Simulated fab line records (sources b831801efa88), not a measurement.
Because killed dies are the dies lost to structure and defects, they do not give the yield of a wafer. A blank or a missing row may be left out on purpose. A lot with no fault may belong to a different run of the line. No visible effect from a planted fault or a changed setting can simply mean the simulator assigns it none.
Which tool is to blame?	flow gf180mcu	Sampling: 13 lots, 39 wafers, 5 of 602 route steps

== WHAT THE GAUGES SHOWED, per wafer ==
GF_STI_THK_MEAS_04.
lot	measured	on	STI_CVD_03_THK (nm)
L430	day 1 14:38	film metro-04	204.0 204.4 201.9
L431	day 1 19:34	film metro-02	201.9 202.1 200.8
L432	day 1 23:36	film metro-01	200.8 201.1 200.9
L434	day 2 09:34	film metro-01	204.0 204.0 205.0
L435	day 2 14:34	film metro-02	200.4 198.7 199.1
L437	day 3 00:35	film metro-04	205.2 206.5 205.2
L438	day 3 05:34	film metro-01	200.3 201.4 201.9
L439	day 3 10:39	film metro-04	204.8 206.4 205.0
L440	day 3 15:58	film metro-02	200.9 202.5 201.5
L441	day 3 20:34	film metro-01	202.0 203.3 204.1
L442	day 4 03:40	film metro-04	205.4 204.8 206.4
L445	day 4 16:35	film metro-02	203.2 202.2 201.5
L447	day 5 02:42	film metro-04	206.4 202.6 204.6

GF_PSD_CD_MEAS_07: the cd target is 400 nm.
lot	measured	on	cd nm (nm)
L430	day 14 09:40	cd sem-02	401.6 401.6 399.8
L431	day 14 10:34	cd sem-02	402.8 402.5 402.8
L432	day 14 21:07	cd sem-02	402.6 403.8 404.2
L434	day 15 16:37	cd sem-02	403.2 402.2 401.5
L435	day 15 23:30	cd sem-02	397.5 396.9 394.3
L437	day 16 20:21	cd sem-02	401.2 399.9 400.6
L438	day 17 06:25	cd sem-01	400.4 400.5 402.9
L439	day 17 11:57	cd sem-01	400.6 399.9 400.3
L440	day 17 17:35	cd sem-02	397.2 398.0 397.2
L441	day 18 00:32	cd sem-02	402.3 400.6 399.6
L442	day 18 16:59	cd sem-02	401.3 399.5 397.9
L445	day 19 14:16	cd sem-02	401.1 400.7 399.8
L447	day 20 04:10	cd sem-01	400.4 402.0 402.2

GF_SALICIDE_THK_MEAS_05: measures by xrf.
lot	measured	on	SALICIDE_TIN_THK (nm)
L430	day 15 07:56	film metro-01	19.69 19.81 19.72
L431	day 15 08:41	film metro-01	19.80 20.07 20.04
L432	day 15 21:49	film metro-04	19.82 19.88 20.04
L434	day 16 16:23	film metro-03	20.21 19.80 20.10
L435	day 16 22:56	film metro-04	20.03 20.22 20.10
L437	day 17 20:38	film metro-03	20.24 19.81 19.81
L438	day 18 06:49	film metro-04	19.78 19.78 20.05
L439	day 18 12:45	film metro-03	19.98 20.21 19.92
L440	day 18 18:17	film metro-03	20.19 19.83 20.13
L441	day 19 02:13	film metro-01	20.28 20.09 20.00
L442	day 19 18:45	film metro-04	19.80 19.64 19.69
L445	day 20 15:55	film metro-04	19.86 20.02 19.83
L447	day 21 05:41	film metro-01	20.04 20.04 19.87

== TOOL THAT RAN EACH LOT (tool first, then ch and the chambers of the sampled wafers, then the start) ==
lot	GF_VT_IMPLANT_COAT_35	GF_VT_IMPLANT_STRIP_42
L430	litho track-04 ch 0, day 7 08:32	plasma asher-02 ch 0,1, day 7 16:51
L431	litho track-02 ch 0, day 7 11:12	plasma asher-03 ch 0,1, day 7 19:46
L432	litho track-01 ch 0, day 7 17:16	plasma asher-02 ch 0,1, day 8 01:22
L434	litho track-02 ch 0, day 8 06:21	plasma asher-03 ch 0,1, day 8 15:30
L435	litho track-04 ch 0, day 8 13:32	plasma asher-01 ch 0,1, day 8 22:00
L437	litho track-02 ch 0, day 9 03:39	plasma asher-02 ch 0,1, day 9 12:43
L438	litho track-02 ch 0, day 9 09:51	plasma asher-03 ch 0,1, day 9 18:26
L439	litho track-04 ch 0, day 9 16:59	plasma asher-02 ch 0,1, day 10 02:23
L440	litho track-04 ch 0, day 9 21:51	plasma asher-01 ch 1, day 10 07:11
L441	litho track-04 ch 0, day 10 05:12	plasma asher-02 ch 0,1, day 10 14:14
L442	litho track-04 ch 0, day 10 13:18	plasma asher-03 ch 0,1, day 10 23:28
L445	litho track-04 ch 0, day 11 09:17	plasma asher-01 ch 0,1, day 11 19:46
L447	litho track-04 ch 0, day 11 20:38	plasma asher-03 ch 0,1, day 12 05:59
- GF_VT_IMPLANT_COAT_35: resist thk 1000 nm.
- GF_VT_IMPLANT_STRIP_42: strips in O2/N2.

== AS READ BY THE TOOLS THEMSELVES (means over the sampled wafers that have a number; for cases with no such wafer, the mark the record gives instead) ==
GF_VT_IMPLANT_COAT_35.
lot	tool	spin speed rpm (rpm)
L430	litho track-04	3000.4
L431	litho track-02	2998.9
L432	litho track-01	3000.0
L434	litho track-02	2998.7
L435	litho track-04	3000.2
L437	litho track-02	3000.2
L438	litho track-02	2998.5
L439	litho track-04	3000.1
L440	litho track-04	2997.1
L441	litho track-04	2999.0
L442	litho track-04	3000.5
L445	litho track-04	3000.0
L447	litho track-04	2999.0

GF_VT_IMPLANT_STRIP_42.
lot	tool	drypump motor current A (A)	heater power w (W)	oes product au (a.u.)	strip time to endpoint s (s)
L430	plasma asher-02	5.3	353	0.711	12.68
L431	plasma asher-03	5.1	305	0.718	12.63
L432	plasma asher-02	5.5	322	0.716	12.64
L434	plasma asher-03	5.4	309	0.717	12.65
L435	plasma asher-01	6.1	346	0.713	12.66
L437	plasma asher-02	5.5	327	0.716	12.60
L438	plasma asher-03	5.4	312	0.716	12.68
L439	plasma asher-02	5.5	326	0.718	12.63
L440	plasma asher-01	5.5	320	0.714	12.69
L441	plasma asher-02	5.5	326	0.719	12.67
L442	plasma asher-03	5.1	299	0.715	12.64
L445	plasma asher-01	6.1	341	0.715	12.82
L447	plasma asher-03	5.4	314	0.713	12.81

== THE ANSWER, worked out from the rows above alone ==
Rule: the lots themselves supply what counts as usual. Put in order of their means at a reading, lots are off if they are a third of the lots or fewer, leave a main group of 4 or more, and stand apart from it by a gap of 3 or more times the standard deviation of the main group's means; of several such gaps the widest counts. A main group is skipped when, at the precision printed for the reading in the tables above, its means are all equal. Also off: a lot with no number at a reading for which 4 or more lots have one. The other lots that the step has rows for count as sound. Order of review: gauges by route order, followed by the tools' own readings, for which a lot's mean as printed above is used. The first step at which some lot is off is used, and at that step the reading that is off furthest; a lot without a number counts as furthest.
Off: L445, L447 (GF_VT_IMPLANT_STRIP_42, strip time to endpoint s). Main group: mean 12.65 s, sd 0.026.
A tool fits if, at that step or a process step before it, it ran every lot that is off, and no sound lot after the first of them. One fits: litho track-04 at GF_VT_IMPLANT_COAT_35. A fault onset in the window from L442 (day 10 13:18, its last sound lot) to L445 (day 11 09:17, its first lot off) fits.

== WHAT THE SIMULATOR HAD INSERTED ==
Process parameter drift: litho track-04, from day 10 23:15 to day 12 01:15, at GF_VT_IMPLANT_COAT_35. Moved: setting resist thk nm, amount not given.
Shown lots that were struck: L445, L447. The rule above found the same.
